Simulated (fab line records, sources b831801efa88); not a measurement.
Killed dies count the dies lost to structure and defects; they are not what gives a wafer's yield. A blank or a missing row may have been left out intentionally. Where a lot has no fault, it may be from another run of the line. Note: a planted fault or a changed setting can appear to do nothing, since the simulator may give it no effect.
Which tool did it? | flow gf180mcu | 14 lots with 39 wafers sampled at 5 steps, on a route of 602 steps

## WHAT EACH GAUGE READ, for each wafer
GF_HV_LDD_OVL_MEAS_20. Usual: HV_LDD_01_OVL 0.2 nm, standard deviation 1.5.
lot  | measured     | on         | HV_LDD_01_OVL (nm) | flag
L208 | day 10 17:58 | overlay-01 | 0.1 -1.2 -2.0      | 
L209 | day 11 00:18 | overlay-01 | 1.4 1.1 0.8        | 
L210 | day 11 04:55 | overlay-02 | -0.9 -0.5 -0.8     | 
L211 | day 11 15:12 | overlay-01 | -0.7 -0.4 0.8      | 
L212 | day 11 20:13 | overlay-01 | 2.4 1.2            | 
L213 | day 12 00:54 | overlay-01 | -0.4 -0.9 1.1      | 
L214 | day 12 12:17 | overlay-02 | -0.4 -0.4 -0.2     | 
L217 | day 13 18:54 | overlay-01 | 1.2 1.7 0.8        | 
L218 | day 14 14:32 | overlay-02 | -1.0 -0.6 -1.1     | 
L220 | day 15 07:47 | overlay-01 | 2.0 1.9 1.6        | 
L223 | day 15 20:13 | overlay-01 | 1.9 -0.8 1.9       | 
L226 | day 16 07:58 | overlay-02 | 1.4 2.6            | 
L229 | day 17 08:51 | overlay-02 | 0.7 0.5 1.3        | 
L230 | day 17 14:11 | overlay-02 | -1.4 -1.2          | 

GF_HV_LDD_TW_MEAS_23. Usual: HV_LDD_2_TW 1057, standard deviation 18.
lot  | measured     | on           | HV_LDD_2_TW    | flag
L208 | day 10 18:16 | filmMetro-03 | 1072 1073 1082 | 
L209 | day 11 00:35 | filmMetro-03 | 1077 1076 1078 | 
L210 | day 11 05:12 | filmMetro-03 | 1078 1074 1070 | 
L211 | day 11 15:29 | filmMetro-01 | 1033 1032 1042 | 
L212 | day 11 20:31 | filmMetro-01 | 1037 1040      | 
L213 | day 12 01:11 | filmMetro-03 | 1084 1081 1077 | 
L214 | day 12 12:34 | filmMetro-03 | 1077 1079 1078 | 
L217 | day 13 19:11 | filmMetro-03 | 1081 1084 1071 | 
L218 | day 14 14:50 | filmMetro-04 | 1055 1055 1064 | 
L220 | day 15 08:05 | filmMetro-03 | 1088 1085 1081 | 
L223 | day 15 20:30 | filmMetro-04 | 1055 1051 1053 | 
L226 | day 16 08:15 | filmMetro-04 | 1054 1055      | 
L229 | day 17 09:08 | filmMetro-01 | 1042 1036 1039 | 
L230 | day 17 14:29 | filmMetro-01 | 1048 1041      | 

GF_HV_LDD_TW_MEAS_50. Usual: HV_LDD_4_TW 571, standard deviation 10.
lot  | measured     | on           | HV_LDD_4_TW | flag
L208 | day 12 06:36 | filmMetro-01 | 556 555 556 | 
L209 | day 12 13:35 | filmMetro-03 | 586 585 580 | 
L210 | day 12 18:17 | filmMetro-04 | 569 564 565 | 
L211 | day 13 05:08 | filmMetro-01 | 561 562 563 | 
L212 | day 13 10:41 | filmMetro-01 | 558 561     | 
L213 | day 13 16:32 | filmMetro-03 | 581 579 582 | 
L214 | day 14 05:55 | filmMetro-04 | 570 572 573 | 
L217 | day 15 14:20 | filmMetro-01 | 560 560 557 | 
L218 | day 16 11:42 | filmMetro-03 | 579 580 581 | 
L220 | day 17 05:21 | filmMetro-01 | 561 561 564 | 
L223 | day 17 19:23 | filmMetro-03 | 583 580 579 | 
L226 | day 18 06:38 | filmMetro-03 | 584 580     | 
L229 | day 19 08:17 | filmMetro-04 | 562 561 561 | 
L230 | day 19 15:38 | filmMetro-01 | 567 569     | 

GF_NSD_OVL_MEAS_08. Usual: NSD_OVL -0.3 nm, standard deviation 1.3.
lot  | measured     | on         | NSD_OVL (nm)         | flag
L208 | day 13 04:34 | overlay-01 | -0.3 -0.5 1.0        | 
L209 | day 13 11:47 | overlay-01 | -0.9 -1.8 -2.5       | 
L210 | day 13 17:24 | overlay-02 | 0.7 0.2 1.5          | 
L211 | day 14 04:53 | overlay-02 | 1.0 1.0 -0.6         | 
L212 | day 14 10:13 | overlay-01 | 1.7 0.9              | 
L213 | day 14 15:41 | overlay-01 | -1.1 -0.1 -0.1       | 
L214 | day 15 05:05 | overlay-02 | 0.6 -0.6 0.3         | 
L217 | day 16 15:23 | overlay-01 | -3.0 -2.7 -3.4       | 
L218 | day 17 13:54 | overlay-01 | -116.6 -116.9 -116.1 | OFF
L220 | day 18 07:51 | overlay-02 | -117.1 -116.9 -117.2 | OFF
L223 | day 18 22:39 | overlay-01 | -1.5 -0.3 1.1        | 
L226 | day 19 09:11 | overlay-01 | -0.6 0.4             | 
L229 | day 20 11:26 | overlay-02 | 1.1 1.0 1.1          | 
L230 | day 20 18:45 | overlay-02 | -2.1 -0.5            | 

## EACH LOT AND THE TOOL THAT RAN IT (in order: tool; ch and the chambers of the sampled wafers; start)
lot  | GF_NSD_EXPOSE_04
L208 | ilineStepper-01 ch 0, day 12 19:07
L209 | ilineStepper-02 ch 0, day 13 02:11
L210 | ilineStepper-01 ch 0, day 13 07:13
L211 | ilineStepper-01 ch 0, day 13 18:46
L212 | ilineStepper-01 ch 0, day 13 23:53
L213 | ilineStepper-02 ch 0, day 14 05:52
L214 | ilineStepper-02 ch 0, day 14 18:35
L217 | ilineStepper-02 ch 0, day 16 04:35
L218 | ilineStepper-02 ch 0, day 17 02:30
L220 | ilineStepper-02 ch 0, day 17 20:12
L223 | ilineStepper-01 ch 0, day 18 10:55
L226 | ilineStepper-01 ch 0, day 18 21:01
L229 | ilineStepper-01 ch 0, day 19 23:59
L230 | ilineStepper-01 ch 0, day 20 06:38
- GF_NSD_EXPOSE_04: exposes mask Nplus, target cd 400 nm.

## AS READ BY THE TOOLS THEMSELVES (means over the sampled wafers that have a number; for cases with no such wafer, the mark the record gives instead)
GF_NSD_EXPOSE_04. Usual: reticleTempC 22.99 C, standard deviation 0.12.
lot  | tool            | reticleTempC (C) | flag
L208 | ilineStepper-01 | 22.83            | 
L209 | ilineStepper-02 | 22.90            | 
L210 | ilineStepper-01 | 23.01            | 
L211 | ilineStepper-01 | 22.85            | 
L212 | ilineStepper-01 | 23.09            | 
L213 | ilineStepper-02 | 23.06            | 
L214 | ilineStepper-02 | 22.91            | 
L217 | ilineStepper-02 | 23.04            | 
L218 | ilineStepper-02 | 22.96            | 
L220 | ilineStepper-02 | 22.99            | 
L223 | ilineStepper-01 | 23.02            | 
L226 | ilineStepper-01 | 22.88            | 
L229 | ilineStepper-01 | 22.97            | 
L230 | ilineStepper-01 | 22.77            | 

## THE ANSWER, worked out from the rows above alone
Rule: a lot counts as off when the mean over its wafers that have a number is more than 3 standard deviations away from the usual mean. Also off: a lot with no number at a reading for which 4 or more lots have one. Where the step has rows for the other lots, those lots are counted as sound. First the gauges in route order, then the tools' own readings, where a lot's mean is used as printed above. The first step at which some lot is off is used, and at that step the reading that is off furthest; a lot without a number counts as furthest.
Off: L218, L220, seen at GF_NSD_OVL_MEAS_08 (NSD_OVL).
A tool fits if, at a process step before that reading, it ran every lot that is off, and no sound lot after the first of them. Gauges at GF_NSD_OVL_MEAS_08: tried the same way as those tools. One candidate fits, namely ilineStepper-02 at GF_NSD_EXPOSE_04. A fault onset in the window from L217 (day 16 04:35, its last sound lot) to L218 (day 17 02:30, its first lot off) fits.

## WHAT THE SIMULATOR PUT IN
Scanner matching overlay: ilineStepper-02, from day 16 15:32 on, at GF_NSD_EXPOSE_04. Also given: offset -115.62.
Struck lots among those shown: L218, L220. This agrees with what the rule above found.
